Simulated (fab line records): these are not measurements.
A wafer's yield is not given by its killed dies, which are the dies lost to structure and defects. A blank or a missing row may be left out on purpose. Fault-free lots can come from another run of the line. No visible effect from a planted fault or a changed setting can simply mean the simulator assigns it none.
Split-lot study    flow sky130    route with 708 steps; 5 lots, 27 wafers read

== ON THE SPLIT ==
At SKY_METAL2_SPUTTER_02 (material AlCu, target thk 250 nm, time 13.3 s), the setting time-s was moved away from the recipe's 13.3 s on 12 of the 27 wafers read, by -52.7% to +39.7%. For the rest of the wafers, this setting stayed at what the recipe calls for.

== FROM THE SPLIT TO THE READING: what the file shows between them, 12 steps ==
- SKY_METAL2_SPUTTER_03: material Ti, target thk 5 nm, time 3.3 s
- SKY_METAL2_SPUTTER_04: material TiN, target thk 70 nm, time 59.23 s
- SKY_METAL2_RS_MEAS_05: measures by four-point-probe
- SKY_METAL2_THK_MEAS_06: measures by xrf
- SKY_METAL2_DEHYDRATE_07: time 60 s
- SKY_METAL2_HMDS_08: prime time 60 s
- SKY_METAL2_DESCUM_17: chemistry O2, time 8 s
- SKY_METAL2_ETCH_18: etches BARC in N2/H2, stops on SiO2, time 45.9 s, target depth 60 nm
- SKY_METAL2_METAL_ETCH_19: etches the open film in Cl2/BCl3, stops on SiO2, target depth 360 nm, time 78 s
- SKY_METAL2_STRIP_20: strips in O2/N2
- SKY_METAL2_STRIP_21: strips in post etch residue remover, time 1200 s
- SKY_VIA2_CMP_02: polishes SiO2

== THE READING ==
VIA2_BOW, in um, at SKY_VIA2_BOW_MEAS_03. Typical for fault-free wafers on this fab line: 85 um, with standard deviation 6.4 um.

wafer   tool, chamber at the split  time-s as run, s  against the recipe  VIA2_BOW, um  against lot-mates on the recipe
L074.1  pvd-sputter-04, -           13.3              recipe              79            -
L074.2  pvd-sputter-04, -           6.297             -52.7%              93            +18
L074.3  pvd-sputter-04, -           13.3              recipe              76            -
L074.4  pvd-sputter-04, -           6.297             -52.7%              94            +19
L074.5  pvd-sputter-04, -           13.3              recipe              71            -
L074.6  pvd-sputter-04, -           6.297             -52.7%              106           +31
L077.1  pvd-sputter-03, -           13.3              recipe              82            -
L077.2  pvd-sputter-03, -           7.709             -42.0%              95            +9
L077.3  pvd-sputter-03, -           7.709             -42.0%              108           +22
L077.4  pvd-sputter-03, -           13.3              recipe              85            -
L077.5  pvd-sputter-03, -           13.3              recipe              90            -
L077.6  pvd-sputter-03, -           7.709             -42.0%              112           +26
L080.1  pvd-sputter-04, -           18.58             +39.7%              73            -11
L080.2  pvd-sputter-04, -           13.3              recipe              83            -
L080.3  pvd-sputter-04, -           18.58             +39.7%              72            -12
L080.4  pvd-sputter-04, -           18.58             +39.7%              74            -10
L080.5  pvd-sputter-04, -           13.3              recipe              83            -
L080.6  pvd-sputter-04, -           13.3              recipe              86            -
L079.2  pvd-sputter-03, -           13.3              recipe              80            -
L079.3  pvd-sputter-03, -           13.3              recipe              79            -
L079.5  pvd-sputter-03, -           13.3              recipe              77            -
L085.1  pvd-sputter-01, -           8.339             -37.3%              97            +8
L085.2  pvd-sputter-01, -           8.339             -37.3%              100           +11
L085.3  pvd-sputter-01, -           13.3              recipe              91            -
L085.4  pvd-sputter-01, -           13.3              recipe              92            -
L085.5  pvd-sputter-01, -           13.3              recipe              84            -
L085.6  pvd-sputter-01, -           8.339             -37.3%              105           +16

THE FIT
A straight line over all 27 wafers: VIA2_BOW changes by -0.354 um for each +1% of time-s; r = -0.84; the points scatter about the line by 6.5 um.
The same after taking each lot's own level away (the mean of its wafers on the recipe; 27 wafers): -0.37 um for each +1%; r = -0.92; scatter 4.5 um.
On that fit, the largest move of time-s shifts the reading by 19 um.
Across the lots, their own levels run from 75.3 to 89.0 um, a range of 2.1 times the standard deviation given above.
Hence the lot-to-lot level has little effect on the slope; both slopes agree.
Check: with one of the wafers moved furthest among these (-52.7%) left out of the fit, the line predicts +20.8 um for it against its lot-mates. It came out at +17.7 um against them.

== ADDITIONAL SPLITS CARRIED BY THESE WAFERS ==
Note: prior to the reading, these wafers also went through further splits. Each is held against what the fit with the lots' levels taken away leaves over:
other split on the same wafers  wafers away from the commonest value  r with VIA2_BOW (lot level and that fit taken away)
SKY_METAL1_SPUTTER_02 time-s    12                                    -0.53

== THE WHOLE CHAIN: every reading that the file lists as answering this split, in the file's order ==
step                      what it does                                                                     reading                                                                            change (the file's fit)                    r (the file's)
SKY_METAL2_SPUTTER_02     material AlCu, target thk 250 nm, time 13.3 s                                    AlCu_of_METAL2_SPUTTER_02.thk-nm (the simulator's own value, which no gauge read)  +2.51 nm for each +1% of the setting       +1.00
SKY_METAL2_RS_MEAS_05     measures by four-point-probe                                                     METAL2_ALCU_RS                                                                     -0.00218 for each +1% of the setting       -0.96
SKY_METAL2_THK_MEAS_06    measures by xrf                                                                  METAL2_ALCU_THK                                                                    +2.51 for each +1% of the setting          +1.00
SKY_METAL2_METAL_ETCH_19  etches the open film in Cl2/BCl3, stops on SiO2, target depth 360 nm, time 78 s  oes-product-au                                                                     +0.00259 a.u. for each +1% of the setting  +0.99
SKY_VIA2_BOW_MEAS_03                                                                                       VIA2_BOW                                                                           -0.384 for each +1% of the setting         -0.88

== THE FILE'S OWN FIT ==
VIA2_BOW changes by -0.384 um for each +1% of time-s, r = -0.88.
